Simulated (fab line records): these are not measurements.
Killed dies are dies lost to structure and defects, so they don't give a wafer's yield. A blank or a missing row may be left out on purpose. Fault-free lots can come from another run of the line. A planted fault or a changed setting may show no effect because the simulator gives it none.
Split-lot trial ; flow sky130 ; 23 wafers read across 5 lots, on a route 708 steps long

ABOUT THE SPLIT
At SKY_VIA2_HDPCVD_00 (deposits SiO2, target thk 1180 nm, time 196.7 s), the setting time-s was moved away from the recipe's 196.7 s on 9 of the 23 wafers read, by -14.9% to +11.6%. This setting was run at the recipe's value on the other wafers.

The file shows no step between the split and the reading.

THE READING
Values of VIA2_HDPCVD_THK in nm from SKY_VIA2_THK_MEAS_01. Typical for fault-free wafers on this fab line: 1182 nm, with standard deviation 12 nm.

wafer;tool, chamber at the split;time-s as run, s;against the recipe;VIA2_HDPCVD_THK, nm;against lot-mates on the recipe
L076.1;hdpcvd-01, 1;215.2;+9.4%;1304;+120
L076.2;hdpcvd-01, 0;196.7;recipe;1187;-
L076.3;hdpcvd-01, 2;215.2;+9.4%;1293;+109
L076.5;hdpcvd-01, 1,0;196.7;recipe;1186;-
L076.6;hdpcvd-01, 1,0;196.7;recipe;1179;-
L077.2;hdpcvd-02, 1,0;196.7;recipe;1177;-
L077.3;hdpcvd-02, 2;219.5;+11.6%;1338;+153
L077.4;hdpcvd-02, 1,0;196.7;recipe;1198;-
L077.5;hdpcvd-02, 1;196.7;recipe;1180;-
L077.6;hdpcvd-02, 2;219.5;+11.6%;1315;+130
L079.2;hdpcvd-01, 1;196.7;recipe;1206;-
L079.3;hdpcvd-01, 0;167.3;-14.9%;988;-206
L079.4;hdpcvd-01, 1;167.3;-14.9%;1026;-168
L079.5;hdpcvd-01, 0;196.7;recipe;1190;-
L079.6;hdpcvd-01, 2;196.7;recipe;1185;-
L081.2;hdpcvd-02, 2;196.7;recipe;1171;-
L081.4;hdpcvd-02, 2;196.7;recipe;1179;-
L081.6;hdpcvd-02, 1;196.7;recipe;1168;-
L085.1;hdpcvd-01, 2;173.6;-11.7%;1017;-156
L085.2;hdpcvd-01, 1;173.6;-11.7%;1040;-133
L085.4;hdpcvd-01, 1;173.6;-11.7%;1042;-131
L085.5;hdpcvd-01, 0;196.7;recipe;1187;-
L085.6;hdpcvd-01, 2;196.7;recipe;1159;-
If several chambers appear in one row, that row covers several wafers at once and the file leaves open which wafer was in which chamber.

FIT RESULTS
A straight line over all 23 wafers: VIA2_HDPCVD_THK changes by +12.3 nm for each +1% of time-s; r = +0.99; the points scatter about the line by 13 nm.
The same after taking each lot's own level away (the mean of its wafers on the recipe; 23 wafers): +12.2 nm for each +1%; r = +0.99; scatter 11 nm.
That fit puts the effect of the largest move of time-s on the reading at 1.8e+02 nm.
The span of the lots' own levels, 1172.7 to 1193.7 nm, comes to 1.8 times the standard deviation stated above.
Consequently the slope shifts little with the lot-to-lot level, the two slopes agreeing.
Check: -177 nm against its lot-mates is what the line predicts for one of the wafers moved furthest among these (-14.9%) when that wafer is left out of the fit. Against them it came out at -206 nm.

FURTHER SPLITS ON THESE WAFERS
These wafers also went through other splits before the reading. Each is held against what the fit with the lots' levels taken away leaves over:
other split on the same wafers;wafers away from the commonest value;r with VIA2_HDPCVD_THK (lot level and that fit taken away)
SKY_LI_CONTACT_DEVELOP_11 dev-temp-c;10;-0.18
SKY_LI_CONTACT_CVD_21 temp-c;7;+0.10
SKY_LOCAL_INTERCONNECT_COAT_06 resist-thk-nm;11;-0.07
SKY_METAL1_SPUTTER_00 time-s;7;+0.12
SKY_METAL2_SPUTTER_04 power-w;8;-0.02

THE WHOLE CHAIN: every reading that the file lists as answering this split, in the file's order
step;what it does;reading;change (the file's fit);r (the file's)
SKY_VIA2_HDPCVD_00;deposits SiO2, target thk 1180 nm, time 196.7 s;SiO2_of_VIA2_HDPCVD_00.thk-nm (the simulator's own value, which no gauge read);+12.3 nm for each +1% of the setting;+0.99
SKY_VIA2_THK_MEAS_01;;VIA2_HDPCVD_THK;+12.2 for each +1% of the setting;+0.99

FILE'S OWN FIT
VIA2_HDPCVD_THK changes by +12.2 nm for each +1% of time-s, r = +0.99.
